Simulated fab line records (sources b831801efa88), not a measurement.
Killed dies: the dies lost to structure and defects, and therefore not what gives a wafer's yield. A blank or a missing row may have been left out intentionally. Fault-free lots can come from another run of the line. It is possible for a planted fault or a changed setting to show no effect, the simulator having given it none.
Split-lot trial | flow sky130 | route with 708 steps; 5 lots, 23 wafers read

== SPLIT DETAILS ==
At SKY_METAL4_SPUTTER_02 (material AlCu, target thk 735 nm, time 39.1 s), the setting power-w was moved away from the recipe's 10600 W on 10 of the 23 wafers read, by -11.7% to +11.2%. For the rest of the wafers, this setting stayed at what the recipe calls for.

The reading comes from the split's own step.

== THE READING ==
AlCu_of_METAL4_SPUTTER_02.thk-nm (the simulator's own value, which no gauge read), in nm, at SKY_METAL4_SPUTTER_02 (material AlCu, target thk 735 nm, time 39.1 s). There is no usual value for it anywhere in the file. The 13 wafers here that ran the recipe average 730.8 nm, standard deviation 6.7 nm.

wafer  | tool, chamber at the split | power-w as run, W | against the recipe | AlCu_of_METAL4_SPUTTER_02.thk-nm, nm | against lot-mates on the recipe
L077.2 | pvd-sputter-03, -          | 10600             | recipe             | 737.4                                | -
L077.3 | pvd-sputter-03, -          | 10600             | recipe             | 734.6                                | -
L077.5 | pvd-sputter-03, -          | 10600             | recipe             | 738.6                                | -
L080.1 | pvd-sputter-04, -          | 11220             | +5.8%              | 770                                  | +40.5
L080.2 | pvd-sputter-04, -          | 10600             | recipe             | 721.5                                | -
L080.3 | pvd-sputter-04, -          | 10600             | recipe             | 737.6                                | -
L080.5 | pvd-sputter-04, -          | 11220             | +5.8%              | 761.1                                | +31.6
L080.6 | pvd-sputter-04, -          | 11220             | +5.8%              | 766                                  | +36.5
L082.2 | pvd-sputter-04, -          | 10600             | recipe             | 729.4                                | -
L082.3 | pvd-sputter-04, -          | 9361              | -11.7%             | 642.2                                | -82.5
L082.4 | pvd-sputter-04, -          | 9361              | -11.7%             | 647                                  | -77.7
L082.5 | pvd-sputter-04, -          | 10600             | recipe             | 723.3                                | -
L082.6 | pvd-sputter-04, -          | 10600             | recipe             | 721.3                                | -
L081.1 | pvd-sputter-01, -          | 11790             | +11.2%             | 822                                  | +85.9
L081.2 | pvd-sputter-01, -          | 10600             | recipe             | 733.5                                | -
L081.3 | pvd-sputter-01, -          | 10600             | recipe             | 738.8                                | -
L081.4 | pvd-sputter-01, -          | 11790             | +11.2%             | 822.5                                | +86.4
L081.5 | pvd-sputter-01, -          | 11790             | +11.2%             | 810.7                                | +74.6
L084.1 | pvd-sputter-01, -          | 9831              | -7.3%              | 674.7                                | -53.4
L084.2 | pvd-sputter-01, -          | 9831              | -7.3%              | 670.1                                | -58.0
L084.4 | pvd-sputter-01, -          | 10600             | recipe             | 727.7                                | -
L084.5 | pvd-sputter-01, -          | 10600             | recipe             | 735.2                                | -
L084.6 | pvd-sputter-01, -          | 10600             | recipe             | 721.5                                | -

FIT RESULTS
A straight line over all 23 wafers: AlCu_of_METAL4_SPUTTER_02.thk-nm changes by +7.49 nm for each +1% of power-w; r = +0.99; the points scatter about the line by 7 nm.
The same after taking each lot's own level away (the mean of its wafers on the recipe; 23 wafers): +7.09 nm for each +1%; r = +0.99; scatter 5.3 nm.
Per that fit: largest power-w move, reading shift of 83 nm.
The span of the lots' own levels, 724.67 to 736.87 nm, comes to 1.8 times the standard deviation stated above.
Consequently the slope shifts little with the lot-to-lot level, the two slopes agreeing.
Check: for one of the wafers moved furthest among these (-11.7%), held out of the fit, the line's prediction against its lot-mates is -83.6 nm. It came out at -82.5 nm against them.

== OTHER SPLITS ON THESE WAFERS ==
Before the reading, these wafers also passed through other splits. Each is held against what the fit with the lots' levels taken away leaves over:
other split on the same wafers            | wafers away from the commonest value | r with AlCu_of_METAL4_SPUTTER_02.thk-nm (lot level and that fit taken away)
SKY_METAL2_EXPOSE_12 dose-mj              | 7                                    | -0.02
SKY_VIA2_COAT_06 resist-thk-nm            | 10                                   | +0.03
SKY_VIA2_ETCH_14 ion-energy-ev            | 7                                    | -0.24
SKY_VIA2_CVD_21 temp-c                    | 9                                    | +0.28
SKY_METAL3_SPUTTER_02 chamber-pressure-pa | 15                                   | +0.17
SKY_CAPM_COAT_07 resist-thk-nm            | 11                                   | -0.29
SKY_METAL3_ETCH_16 time-s                 | 7                                    | +0.04
SKY_VIA3_SPUTTER_20 power-w               | 6                                    | -0.18

== THE FILE'S OWN FIT ==
AlCu_of_METAL4_SPUTTER_02.thk-nm changes by +7.08 nm for each +1% of power-w, r = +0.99.
